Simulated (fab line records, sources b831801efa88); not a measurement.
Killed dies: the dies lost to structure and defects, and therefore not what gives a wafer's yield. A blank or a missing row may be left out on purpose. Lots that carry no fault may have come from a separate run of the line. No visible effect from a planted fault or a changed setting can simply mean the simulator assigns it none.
The tool behind it: which one? -- flow sky130 -- Sampling: 11 lots, 33 wafers, 2 of 708 route steps

WHAT THE GAUGES READ, wafer by wafer
SKY_CAP2M_THK_MEAS_04: measures by xrf.
lot,measured,on,CAP2M_TIN_THK (nm)
L165,day 39 17:15,film_metro-03,195.8 196.9 200.1
L167,day 40 03:11,film_metro-01,193.4 194.8 191.9
L166,day 40 06:21,film_metro-02,199.1 199.4 201.7
L169,day 40 23:53,film_metro-01,195.6 193.3 194.3
L173,day 42 12:10,film_metro-01,193.0 194.8 194.2
L176,day 43 10:20,film_metro-02,197.0 195.9 197.1
L177,day 43 16:57,film_metro-02,195.9 196.3 193.6
L178,day 44 04:10,film_metro-02,198.1 199.6 197.4
L186,day 45 17:33,film_metro-01,188.9 189.1 189.1
L187,day 45 23:08,film_metro-02,197.0 198.9 197.6
L188,day 46 00:58,film_metro-02,195.8 197.3 197.4

TOOL THAT RAN EACH LOT (tool first, then ch and the chambers of the sampled wafers, then the start)
lot,SKY_METAL4_SPUTTER_00
L165,"pvd_sputter-01, day 39 16:47"
L167,"pvd_sputter-04, day 40 02:43"
L166,"pvd_sputter-01, day 40 05:53"
L169,"pvd_sputter-04, day 40 23:22"
L173,"pvd_sputter-04, day 42 11:42"
L176,"pvd_sputter-04, day 43 09:51"
L177,"pvd_sputter-04, day 43 16:28"
L178,"pvd_sputter-04, day 44 03:41"
L186,"pvd_sputter-03, day 45 17:04"
L187,"pvd_sputter-03, day 45 22:40"
L188,"pvd_sputter-01, day 46 00:31"
- SKY_METAL4_SPUTTER_00: material Ti, target thk 15 nm, time 10 s.

WHAT THE TOOLS THEMSELVES READ (means of the sampled wafers that have a number; where no wafer has one, the mark that the record gives instead)
SKY_METAL4_SPUTTER_00.
lot,tool,chamber_pressure_pa (Pa),throttle_valve_pct (%)
L165,pvd_sputter-01,0.3996,30.0
L167,pvd_sputter-04,0.4011,29.1
L166,pvd_sputter-01,0.3996,29.9
L169,pvd_sputter-04,0.4001,31.1
L173,pvd_sputter-04,0.3996,28.8
L176,pvd_sputter-04,0.3840,30.4
L177,pvd_sputter-04,0.3694,30.0
L178,pvd_sputter-04,0.3852,30.3
L186,pvd_sputter-03,0.4002,29.8
L187,pvd_sputter-03,0.4006,29.8
L188,pvd_sputter-01,0.3994,29.6

THE ANSWER, worked out from the rows above alone
Rule: what is usual is taken from the lots themselves. The widest of any qualifying gaps counts: lots, ordered by their means at a reading, are off when they make up no more than a third of the lots, leave a main group of 4 or more, and stand apart from it by 3 or more times the standard deviation of that group's means. A main group is skipped when, at the precision printed for the reading in the tables above, its means are all equal. Also off: a lot with no number at a reading for which 4 or more lots have one. Any other lot the step has rows for is counted as sound. Order of review: gauges by route order, followed by the tools' own readings, for which a lot's mean as printed above is used. The first step at which some lot is off is used, and at that step the reading that is off furthest; a lot without a number counts as furthest.
Off, at SKY_METAL4_SPUTTER_00 on chamber_pressure_pa: L176, L177, L178. The main group has a mean of 0.4000 Pa with a standard deviation of 0.00055.
If a tool, at that step or one of the process steps before it, ran each lot that is off and ran no sound lot following the first of them, it fits. One candidate fits, namely pvd_sputter-04 at SKY_METAL4_SPUTTER_00. A fault onset in the window from L173 (day 42 11:42, its last sound lot) to L176 (day 43 09:51, its first lot off) fits.
The tool's own readings at SKY_METAL4_SPUTTER_00 bear it out: on the lots that are off they differ by more than 5 times the standard deviation of the sound lots' means. chamber_pressure_pa reads 0.3795 Pa there against 0.4000 Pa on the sound lots.

WHAT THE SIMULATOR PUT IN
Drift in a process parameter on pvd_sputter-04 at SKY_METAL4_SPUTTER_00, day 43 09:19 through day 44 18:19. From 0.4, the setting chamber_pressure_pa moved by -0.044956. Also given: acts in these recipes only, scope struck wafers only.
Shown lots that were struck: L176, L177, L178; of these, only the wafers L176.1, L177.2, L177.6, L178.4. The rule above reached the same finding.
